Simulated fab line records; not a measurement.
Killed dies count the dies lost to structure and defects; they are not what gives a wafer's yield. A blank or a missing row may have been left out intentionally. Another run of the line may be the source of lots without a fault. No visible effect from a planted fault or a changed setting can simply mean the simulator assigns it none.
A single fault, viewed from 2 desks || flow gf180mcu || what lay behind the numbers comes last; until then each desk has only its own

== THE METROLOGY DESK ==
Lot by lot, what the gauges showed, no matter which tool ran the lot: averages of those sampled wafers that carry a number. A lot is out of limits, marked OUT, if its mean lies more than 4 standard deviations from the usual mean; the brackets give that distance.
Columns: A = MVPSD_OVL at GF_MVPSD_OVL_MEAS_07, usual 0.3 nm; B = VT_IMPLANT_4_TW at GF_VT_IMPLANT_TW_MEAS_43, usual 688; C = cdNm at GF_POLY_GATE_CD_MEAS_10, usual 280.1 nm
{"lot": "L146", "first seen here": "day 4 23:10", "A": 0.9, "B": 689, "C": 280.4}
{"lot": "L147", "first seen here": "day 5 06:13", "A": -0.0, "B": 688, "C": 279.3}
{"lot": "L148", "first seen here": "day 5 08:49", "A": -0.8, "B": 690, "C": 277.9}
{"lot": "L149", "first seen here": "day 5 19:13", "A": 0.5, "B": 684, "C": 281.6}
{"lot": "L151", "first seen here": "day 6 09:49", "A": 0.0, "B": 685, "C": 280.1}
{"lot": "L150", "first seen here": "day 6 11:46", "A": 1.4, "B": 692, "C": 280.1}
{"lot": "L152", "first seen here": "day 6 14:36", "A": -0.5, "B": 686, "C": 280.8}
{"lot": "L153", "first seen here": "day 6 19:31", "A": -1.2, "B": 691, "C": 280.7}
{"lot": "L154", "first seen here": "day 7 05:04", "A": 1.4, "B": 690, "C": 279.1}
{"lot": "L155", "first seen here": "day 7 09:22", "A": -1.1, "B": 688, "C": 280.0}
{"lot": "L156", "first seen here": "day 7 12:13", "A": -1.5, "B": 686, "C": 281.0}
{"lot": "L163", "first seen here": "day 9 05:46", "A": 0.7, "B": 688, "C": 280.2}
{"lot": "L164", "first seen here": "day 9 11:21", "A": 0.5, "B": 688, "C": 279.7}
{"lot": "L165", "first seen here": "day 9 16:31", "A": 0.3, "B": 683, "C": 279.5}
{"lot": "L168", "first seen here": "day 10 11:19", "A": 2.4, "B": 688, "C": 279.9}
Result from this desk: across the 15 lots, nothing is out of limits.

== TOOL OWNER'S DESK, lithoTrack-02 ==
The tool's own readings at GF_DUAL_GATE_SOFTBAKE_07 (time 60 s): means of the sampled wafers that have a number, for each lot that ran on this tool. A lot is out of limits, marked OUT, if its mean lies more than 4 standard deviations from the usual mean; the brackets give that distance.
Columns: A = heaterPowerTotalW at GF_DUAL_GATE_SOFTBAKE_07, usual 56.60 W; B = runLengthS at GF_DUAL_GATE_SOFTBAKE_07, usual 89.26 s
{"lot": "L146", "first seen here": "day 7 20:04", "A": 56.63, "B": 89.09}
{"lot": "L148", "first seen here": "day 8 07:41", "A": 56.60, "B": 89.06}
{"lot": "L150", "first seen here": "day 9 13:23", "A": 56.60, "B": 89.05}
{"lot": "L154", "first seen here": "day 10 11:20", "A": 56.62, "B": 89.19}
{"lot": "L155", "first seen here": "day 10 16:16", "A": 56.62, "B": 89.10}
{"lot": "L156", "first seen here": "day 10 22:55", "A": 56.63, "B": 89.11}
{"lot": "L163", "first seen here": "day 12 16:37", "A": "57.55 (+22) OUT", "B": "86.46 (-16) OUT"}
{"lot": "L164", "first seen here": "day 13 05:56", "A": "57.62 (+23) OUT", "B": "86.48 (-16) OUT"}
{"lot": "L165", "first seen here": "day 13 10:32", "A": "57.54 (+21) OUT", "B": "86.35 (-17) OUT"}
This desk's finding: out of limits on L163, L164, L165; first on L163, day 12 16:37 (heaterPowerTotalW at GF_DUAL_GATE_SOFTBAKE_07). In limits: L146, L148, L150, L154, L155, L156.

== PUT TOGETHER ==
At day 12 16:37, on L163, L164, L165, the tool owner's desk was in a position to raise an alarm.
At the metrology desk, nothing out of limits was observed.
The metrology desk has L163, L164, L165 on record, within its limits.
All the named lots went through GF_DUAL_GATE_SOFTBAKE_07 on lithoTrack-02.

== WHAT THE SIMULATOR HAD PUT IN ==
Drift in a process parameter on lithoTrack-02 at GF_DUAL_GATE_SOFTBAKE_07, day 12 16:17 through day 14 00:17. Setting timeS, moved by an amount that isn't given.
Struck lots among those shown: L163, L164, L165.
Each desk's first reading out of limits, in hours after the fault started: the tool owner's desk, 0.
